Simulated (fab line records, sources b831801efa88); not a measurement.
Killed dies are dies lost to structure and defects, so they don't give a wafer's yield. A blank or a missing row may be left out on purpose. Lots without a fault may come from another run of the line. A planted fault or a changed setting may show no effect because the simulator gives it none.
One fault seen from 2 desks | flow gf180mcu | each desk has only its own numbers; what lay behind them comes last

THE TOOL OWNER'S DESK: pvd_sputter-04
The tool's own readings at GF_MIM_SPUTTER_08 (material AlCu, target thk 200 nm, time 10.6 s): means of the sampled wafers that have a number, for each lot that ran on this tool. A lot is out of limits, marked OUT, if its mean lies more than 4 standard deviations from the usual mean; the brackets give that distance.
Columns: A = throttle_valve_pct at GF_MIM_SPUTTER_08, usual 29.3 %
lot  | first seen here | A
L376 | day 25 06:37    | 29.6
L378 | day 26 01:28    | 29.4
L379 | day 26 09:14    | 29.5
L388 | day 28 21:48    | 28.9
L389 | day 29 06:53    | 29.6
This desk's finding: nothing out of limits on any of the 5 lots.

THE METROLOGY DESK
What the gauges read, lot by lot, whatever tool the lot ran on: means of the sampled wafers that have a number. A lot is out of limits, marked OUT, if its mean lies more than 4 standard deviations from the usual mean; the brackets give that distance.
Columns: A = MIM_ALCU_RS at GF_MIM_RS_MEAS_10, usual 0.1603 ohm/sq; B = MIM_ALCU_THK at GF_MIM_THK_MEAS_11, usual 197.4 nm
lot  | first seen here | A                 | B
L376 | day 25 06:43    | 0.1637            | 193.6
L377 | day 25 18:16    | 0.1624            | 195.1
L378 | day 26 01:33    | 0.1605            | 196.1
L379 | day 26 09:20    | 0.1563            | 201.4
L381 | day 27 05:22    | 0.1597            | 198.5
L387 | day 28 19:48    | 0.1614            | 197.5
L388 | day 28 21:51    | 0.1501 (-4.7) OUT | 211.1 (+5.3) OUT
L389 | day 29 06:56    | 0.1511 (-4.2) OUT | 209.4 (+4.6) OUT
L390 | day 29 17:49    | 0.1606            | 196.4
L392 | day 30 06:16    | 0.1582            | 200.2
This desk's finding: out of limits on L388, L389; first on L388, day 28 21:51 (MIM_ALCU_RS at GF_MIM_RS_MEAS_10). In limits: L376, L377, L378, L379, L381, L387, L390, L392.

PUT TOGETHER
The metrology desk could have raised an alarm at day 28 21:51, on L388, L389.
The tool owner's desk saw nothing out of limits.
The tool owner's desk has L388, L389 on record, within its limits.
Of the lots named, all ran GF_MIM_SPUTTER_08 on pvd_sputter-04.

WHAT THE SIMULATOR HAD PUT IN
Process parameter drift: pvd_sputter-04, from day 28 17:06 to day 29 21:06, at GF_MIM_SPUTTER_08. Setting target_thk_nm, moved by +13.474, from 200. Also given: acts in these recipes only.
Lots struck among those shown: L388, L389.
Hours from the fault's start to each desk's first reading out of limits: the metrology desk, 5.
